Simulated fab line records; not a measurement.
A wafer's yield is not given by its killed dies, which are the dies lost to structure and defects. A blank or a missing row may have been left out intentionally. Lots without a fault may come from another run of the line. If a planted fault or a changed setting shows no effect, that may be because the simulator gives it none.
fab line records ; flow sky130
record lots=6; wafers=18; last-day=50
route steps=708 shown VIA2@525 METAL3@532 CAPM@537 PAD_OPEN@708
lots that met no fault: from a run of the same line without faults
start-h: start of the lot's first displayed wafer, in hours after the record's first day ; wait-h: how many hours have passed since the lot's step before this one ; " as in the row above ; L1.1+2: a single row standing in for several wafers ; - no value present, or no start provided ; * or withheld: withheld ; < > ~ a bound
route shown NAME@n: NAME is a module with steps in the file, n the number in the route of the first one ; usual: mean/standard deviation of fault-free wafers ; same: alike in all rows ; chamber/n: place in a boat ; sites: readings site by site ; _std_site: standard deviation across them ; _edge_site: outer sites' mean less inner sites' ; radius-mm: how far each site lies from the wafer's centre ; mask NAME#n: copy n ; behind: the last tool/chamber to shape the wafer ; hold: the reason the lot was held/the length of the hold in hours/how it ended ; device: which transistor (n, p or np) failed to switch ; end of line: the route-end tests of the same wafers ; step lacking rows: just its recipe ; killed: count of dies lost to structure and defects at first sort (not the wafer's yield) ; map: the dies of a wafer, with x for killed, . for not killed, _ for no die there
set.NAME: setting as actually run; set.NAME@STEP: the setting as run at that earlier step ; model.NAME: the simulator's own value behind a step, which no gauge read
lots at selected steps of the route; one table per step, one row per wafer
services: from which hour (start-h, from the record's first day; less than 0 if before it) a tool's chamber was out of use, for how many hours, and why
## steps
# step SKY_VIA2_CLEAN_18
# recipe chemistry=IPA; time-s=180; temp-c=25
# step SKY_VIA2_CLEAN_19
# recipe chemistry=O3/DIW; dry=n2-spin
# step SKY_VIA2_SPUTTER_20
# recipe material=TiN; target-thk-nm=20; chamber-pressure-pa=5; power-w=4000; time-s=80
# usual chamber-pressure-pa=4.998/0.011; throttle-valve-pct=30.1/0.92
lot.wafer;tool;chamber;start-h;wait-h;chamber-pressure-pa;throttle-valve-pct
L491.1;pvd-sputter-04;-;891.02;0.0;4.991;29.7
L491.3;pvd-sputter-04;-;891.02;0.0;4.996;30.8
L491.5;pvd-sputter-04;-;891.02;0.0;4.995;31.0
L493.1;pvd-sputter-03;-;905.75;0.0;4.978;29.5
L493.4;pvd-sputter-03;-;905.75;0.0;5.025;30.2
L493.5;pvd-sputter-03;-;905.75;0.0;4.984;29.2
L500.1;pvd-sputter-04;-;966.78;0.0;4.989;31.0
L500.4;pvd-sputter-04;-;966.78;0.0;5.014;28.3
L500.6;pvd-sputter-04;-;966.78;0.0;4.987;30.8
L502.3;pvd-sputter-03;-;967.67;0.0;5.005;31.1
L502.5;pvd-sputter-03;-;967.67;0.0;4.985;30.0
L502.6;pvd-sputter-03;-;967.67;0.0;4.998;30.8
L505.1;pvd-sputter-03;-;989.43;0.0;4.982;29.2
L505.3;pvd-sputter-03;-;989.43;0.0;5.002;29.8
L505.4;pvd-sputter-03;-;989.43;0.0;5.007;31.2
L506.1;pvd-sputter-04;-;1000.13;0.0;5.002;28.2
L506.2;pvd-sputter-04;-;1000.13;0.0;5.012;30.5
L506.3;pvd-sputter-04;-;1000.13;0.0;4.997;30.9
# step SKY_VIA2_CVD_21
# recipe material=W; target-thk-nm=420; time-s=126.4; temp-c=400; pressure-torr=40
# usual chamber-pressure-Torr=40.00/0.083; heater-power-outer-w=511/25; heater-power-w=825/28
lot.wafer;tool;chamber;start-h;wait-h;chamber-pressure-Torr;heater-power-outer-w;heater-power-w
L491.1;cvd-w-02;0;891.08;0.0;39.92;557;856
L491.3;cvd-w-02;0;891.08;0.0;40.01;543;870
L491.5;cvd-w-02;0;891.08;0.0;39.98;565;868
L493.1;cvd-w-01;1;905.81;0.0;39.88;491;841
L493.4;cvd-w-01;1;905.81;0.0;39.89;486;814
L493.5;cvd-w-01;1;905.81;0.0;40.02;510;838
L500.1;cvd-w-01;1;966.84;0.0;39.97;490;839
L500.4;cvd-w-01;0;966.84;0.0;40.02;528;846
L500.6;cvd-w-01;0;966.84;0.0;39.96;536;862
L502.3;cvd-w-01;0;967.78;0.1;40.04;528;840
L502.5;cvd-w-01;1;967.78;0.1;39.97;491;808
L502.6;cvd-w-01;0;967.78;0.1;40.01;543;853
L505.1;cvd-w-02;1;989.49;0.0;40.16;476;794
L505.3;cvd-w-02;0;989.49;0.0;40.08;509;793
L505.4;cvd-w-02;1;989.49;0.0;40.07;475;785
L506.1;cvd-w-02;1;1000.19;0.0;40.05;486;790
L506.2;cvd-w-02;0;1000.19;0.0;39.93;508;803
L506.3;cvd-w-02;1;1000.19;0.0;39.83;491;801
# step SKY_VIA2_RS_MEAS_22
# recipe thk-meas-gauge=four-point-probe; reads=W_of_VIA2_CVD_21+TiN_of_VIA2_SPUTTER_20
# usual VIA2_W_RS=0.2754/0.0024
lot.wafer;tool;chamber;start-h;wait-h;VIA2_W_RS[ohm/sq]
L491.1;film-metro-02;-;891.21;0.1;0.2780
L491.3;film-metro-02;-;891.21;0.1;0.2764
L491.5;film-metro-02;-;891.21;0.1;0.2748
L493.1;film-metro-04;-;905.94;0.1;0.2754
L493.4;film-metro-04;-;905.94;0.1;0.2786
L493.5;film-metro-04;-;905.94;0.1;0.2733
L500.1;film-metro-04;-;966.97;0.1;0.2727
L500.4;film-metro-04;-;966.97;0.1;0.2709
L500.6;film-metro-04;-;966.97;0.1;0.2733
L502.3;film-metro-02;-;967.90;0.1;0.2745
L502.5;film-metro-02;-;967.90;0.1;0.2752
L502.6;film-metro-02;-;967.90;0.1;0.2749
L505.1;film-metro-02;-;989.62;0.1;0.2772
L505.3;film-metro-02;-;989.62;0.1;0.2749
L505.4;film-metro-02;-;989.62;0.1;0.2778
L506.1;film-metro-01;-;1000.32;0.1;0.2745
L506.2;film-metro-01;-;1000.32;0.1;0.2735
L506.3;film-metro-01;-;1000.32;0.1;0.2742
# step SKY_VIA2_THK_MEAS_23
# recipe thk-meas-gauge=xrf; reads=W_of_VIA2_CVD_21
# usual VIA2_W_THK=387/6.1
lot.wafer;tool;chamber;start-h;wait-h;VIA2_W_THK[nm]
L491.1;film-metro-02;-;891.33;0.1;383
L491.3;film-metro-02;-;891.33;0.1;387
L491.5;film-metro-02;-;891.33;0.1;387
L493.1;film-metro-04;-;906.06;0.1;392
L493.4;film-metro-04;-;906.06;0.1;390
L493.5;film-metro-04;-;906.06;0.1;394
L500.1;film-metro-04;-;967.09;0.1;394
L500.4;film-metro-04;-;967.09;0.1;399
L500.6;film-metro-04;-;967.09;0.1;395
L502.3;film-metro-02;-;968.00;0.1;387
L502.5;film-metro-02;-;968.00;0.1;386
L502.6;film-metro-02;-;968.00;0.1;386
L505.1;film-metro-02;-;989.74;0.1;393
L505.3;film-metro-02;-;989.74;0.1;390
L505.4;film-metro-02;-;989.74;0.1;388
L506.1;film-metro-01;-;1000.44;0.1;381
L506.2;film-metro-01;-;1000.44;0.1;381
L506.3;film-metro-01;-;1000.44;0.1;384
# step SKY_VIA2_CMP_24
# recipe stop-on=SiO2; t-overpolish-s=20; down-force-psi=3.5; platen-rpm=60; target-thk-nm=0; pad-velocity-m-s=0.94248
# step SKY_METAL3_SPUTTER_00
# recipe material=Ti; target-thk-nm=15; power-w=3000; time-s=10; chamber-pressure-pa=0.4
# step SKY_METAL3_SPUTTER_01
# recipe material=TiN; target-thk-nm=20; power-w=6500; time-s=16.7; chamber-pressure-pa=0.4
# usual chamber-pressure-pa=0.4000/0.00074; throttle-valve-pct=29.7/1.1
lot.wafer;tool;chamber;start-h;wait-h;chamber-pressure-pa;throttle-valve-pct
L491.1;pvd-sputter-02;-;891.71;0.0;0.3997;30.1
L491.3;pvd-sputter-02;-;891.71;0.0;0.3993;28.6
L491.5;pvd-sputter-02;-;891.71;0.0;0.3995;29.2
L493.1;pvd-sputter-02;-;906.44;0.0;0.4005;28.5
L493.4;pvd-sputter-02;-;906.44;0.0;0.4009;29.9
L493.5;pvd-sputter-02;-;906.44;0.0;0.3998;28.0
L500.1;pvd-sputter-04;-;967.47;0.0;0.3997;29.7
L500.4;pvd-sputter-04;-;967.47;0.0;0.4008;30.5
L500.6;pvd-sputter-04;-;967.47;0.0;0.3989;28.0
L502.3;pvd-sputter-02;-;968.37;0.0;0.4004;30.2
L502.5;pvd-sputter-02;-;968.37;0.0;0.3997;29.2
L502.6;pvd-sputter-02;-;968.37;0.0;0.3995;30.2
L505.1;pvd-sputter-04;-;990.12;0.0;0.4005;30.4
L505.3;pvd-sputter-04;-;990.12;0.0;0.4013;29.5
L505.4;pvd-sputter-04;-;990.12;0.0;0.4005;28.4
L506.1;pvd-sputter-01;-;1000.82;0.0;0.3996;30.4
L506.2;pvd-sputter-01;-;1000.82;0.0;0.3994;29.2
L506.3;pvd-sputter-01;-;1000.82;0.0;0.4003;31.1
# step SKY_METAL3_SPUTTER_02
# recipe material=AlCu; target-thk-nm=735; power-w=10600; time-s=39.1; chamber-pressure-pa=0.4
# step SKY_METAL3_SPUTTER_03
# recipe material=Ti; target-thk-nm=5; power-w=3000; time-s=3.3; chamber-pressure-pa=0.4
# usual chamber-pressure-pa=0.4001/0.0008; throttle-valve-pct=29.8/1.1
lot.wafer;tool;chamber;start-h;wait-h;chamber-pressure-pa;throttle-valve-pct
L491.1;pvd-sputter-02;-;891.77;0.0;0.4008;30.0
L491.3;pvd-sputter-02;-;891.77;0.0;0.4005;28.6
L491.5;pvd-sputter-02;-;891.77;0.0;0.4002;29.5
L493.1;pvd-sputter-02;-;906.51;0.0;0.4002;28.5
L493.4;pvd-sputter-02;-;906.51;0.0;0.4006;30.1
L493.5;pvd-sputter-02;-;906.51;0.0;0.4008;28.0
L500.1;pvd-sputter-04;-;967.54;0.0;0.4000;29.8
L500.4;pvd-sputter-04;-;967.54;0.0;0.3999;30.5
L500.6;pvd-sputter-04;-;967.54;0.0;0.4000;28.1
L502.3;pvd-sputter-02;-;968.43;0.0;0.3987;30.0
L502.5;pvd-sputter-02;-;968.43;0.0;0.3989;29.6
L502.6;pvd-sputter-02;-;968.43;0.0;0.3990;30.3
L505.1;pvd-sputter-04;-;990.20;0.0;0.4008;30.5
L505.3;pvd-sputter-04;-;990.20;0.0;0.4020;29.7
L505.4;pvd-sputter-04;-;990.20;0.0;0.4000;28.1
L506.1;pvd-sputter-01;-;1000.89;0.0;0.4003;30.7
L506.2;pvd-sputter-01;-;1000.89;0.0;0.4001;29.5
L506.3;pvd-sputter-01;-;1000.89;0.0;0.4007;30.9
# step SKY_METAL3_SPUTTER_04
# recipe material=TiN; target-thk-nm=70; power-w=6500; time-s=58.3; chamber-pressure-pa=0.4
# usual chamber-pressure-pa=0.3999/0.00081; throttle-valve-pct=29.7/1.1
lot.wafer;tool;chamber;start-h;wait-h;chamber-pressure-pa;throttle-valve-pct
L491.1;pvd-sputter-02;-;891.79;0.0;0.4001;30.1
L491.3;pvd-sputter-02;-;891.79;0.0;0.4000;28.6
L491.5;pvd-sputter-02;-;891.79;0.0;0.3996;29.1
L493.1;pvd-sputter-02;-;906.52;0.0;0.4014;28.5
L493.4;pvd-sputter-02;-;906.52;0.0;0.3996;29.9
L493.5;pvd-sputter-02;-;906.52;0.0;0.3996;28.3
L500.1;pvd-sputter-04;-;967.55;0.0;0.3995;29.7
L500.4;pvd-sputter-04;-;967.55;0.0;0.3995;30.6
L500.6;pvd-sputter-04;-;967.55;0.0;0.3990;28.1
L502.3;pvd-sputter-02;-;968.45;0.0;0.3994;30.2
L502.5;pvd-sputter-02;-;968.45;0.0;0.4001;29.2
L502.6;pvd-sputter-02;-;968.45;0.0;0.4005;30.3
L505.1;pvd-sputter-04;-;990.22;0.0;0.3989;30.5
L505.3;pvd-sputter-04;-;990.22;0.0;0.3990;29.7
L505.4;pvd-sputter-04;-;990.22;0.0;0.3994;28.1
L506.1;pvd-sputter-01;-;1000.90;0.0;0.3997;30.6
L506.2;pvd-sputter-01;-;1000.90;0.0;0.3992;29.2
L506.3;pvd-sputter-01;-;1000.90;0.0;0.3997;30.7
# step SKY_CAPM_CVD_00
# recipe material=SiO2; target-thk-nm=15.5; temp-c=400; time-s=withheld; rf-w=450
# usual heater-power-outer-w=458/71; heater-power-w=744/94
lot.wafer;tool;chamber;start-h;wait-h;heater-power-outer-w;heater-power-w
L491.1;pecvd-02;2;891.84;0.0;518;817
L491.3;pecvd-02;0;891.84;0.0;330;587
L491.5;pecvd-02;1;891.84;0.0;532;869
L493.1;pecvd-02;0;906.57;0.0;359;623
L493.4;pecvd-02;0;906.57;0.0;362;619
L493.5;pecvd-02;2;906.57;0.0;584;873
L500.1;pecvd-02;1;967.60;0.0;-;-
L500.4;pecvd-02;1;967.60;0.0;-;-
L500.6;pecvd-02;0;967.60;0.0;-;-
L502.3;pecvd-04;1;968.50;0.0;-;-
L502.5;pecvd-04;1;968.50;0.0;-;-
L502.6;pecvd-04;2;968.50;0.0;-;-
L505.1;pecvd-01;2;990.27;0.0;499;807
L505.3;pecvd-01;0;990.27;0.0;421;675
L505.4;pecvd-01;2;990.27;0.0;517;798
L506.1;pecvd-01;0;1000.95;0.0;359;617
L506.2;pecvd-01;2;1000.95;0.0;555;862
L506.3;pecvd-01;1;1000.95;0.0;422;724
# step SKY_PAD_OPEN_PROBE_99
# usual defect-limited-yield=82.6/2; killed_at_M0_to_M3=43/7.6; killed_at_M4_up=2.9/1.9; killed-at-contacts=24/5; killed-at-front-end=15/4.3; killed-at-other=0.3/0.54; killed-dies=85/10; killed-open=47/7; killed-short=38/6.4; sort_bin_3_pad_short=0.8/0.4; sort_bin_5_function=10.3/1.6; sort_bin_6_memory=6.2/1.1; sort-n-pass=407/10; sort-yield-pct=82.6/2
# same gross-dies=492; killed-at-back-side=0; sort_bin_4_leakage[%]=0; sort_bin_8_speed[%]=0
lot.wafer;tool;chamber;start-h;wait-h;defect-limited-yield[%];killed_at_M0_to_M3;killed_at_M4_up;killed-at-contacts;killed-at-front-end;killed-at-other;killed-dies;killed-open;killed-short;sort_bin_3_pad_short[%];sort_bin_5_function[%];sort_bin_6_memory[%];sort-n-pass;sort-yield-pct[%]
L491.1;prober-01;-;1111.08;0.1;81.3;59;4;17;12;0;92;46;46;1.0;11.8;5.9;400;81.3
L491.3;prober-01;-;1111.18;0.2;84.8;41;1;18;15;0;75;45;30;1.4;7.9;5.9;417;84.8
L491.5;prober-01;-;1111.28;0.2;86.0;31;4;18;16;0;69;41;28;0.4;8.7;4.9;423;86.0
# killed by level:class
L491.1 VIA3:geometric-particle:open=14 METAL1:geometric-particle:short=11 VIA1:geometric-particle:short=9 CONTACT:geometric-particle:open=6 VIA2:geometric-particle:open=6 VIA1:geometric-particle:open=5 METAL4:geometric-particle:short=4 LI_CONTACT:geometric-particle:open=4
L491.3 VIA1:geometric-particle:open=9 CONTACT:geometric-particle:open=7 FIELD_ISO:geometric-particle:open=6 METAL1:geometric-particle:short=5 LI_CONTACT:geometric-particle:open=5 VIA1:geometric-particle:short=5 VIA2:geometric-particle:open=5 POLY_GATE:geometric-particle:short=4
L491.5 LI_CONTACT:geometric-particle:open=9 VIA1:geometric-particle:open=6 VIA3:geometric-particle:open=6 FIELD_ISO:geometric-particle:open=5 POLY_GATE:geometric-particle:short=5 FIELD_ISO:geometric-particle:short=4 CONTACT:geometric-particle:open=4 VIA2:geometric-particle:open=4
## services
tool;chamber;start-h;hours;kind
pecvd-01;0;885.49;5.5;scheduled-down
pecvd-04;2;891.23;4.7;repair
cvd-w-02;-;904.00;14.0;pm
cvd-w-02;0;904.00;14.0;vent-cycle
cvd-w-02;1;904.00;14.0;vent-cycle
cvd-w-02;0;918.00;-;clean
cvd-w-02;1;918.00;-;clean
pecvd-01;1;919.16;2.1;scheduled-down
pecvd-01;1;956.27;12.0;repair
pvd-sputter-03;-;963.24;2.3;repair
pvd-sputter-03;-;963.60;0.6;repair
pecvd-02;-;964.02;0.5;repair
pecvd-02;-;972.82;6.0;pm
pecvd-01;2;982.29;7.0;repair
## key
first-sign step=SKY_CAPM_CVD_00; reading=tool-record; direction=missing
effect none on later readings
met-at SKY_CAPM_CVD_00
struck-wafers L500.1,L500.4,L500.6,L502.3,L502.5,L502.6
scrapped-behind SKY_CAPM_THK_MEAS_01 L500.1,L500.4,L500.6,L502.3,L502.5,L502.6
onset-between 906.57 967.60
fault kind=skipped-step-whole; tool=pecvd-02,pecvd-04; chamber=-; onset-h=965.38; steps=SKY_CAPM_CVD_00; scope=struck-lots-only
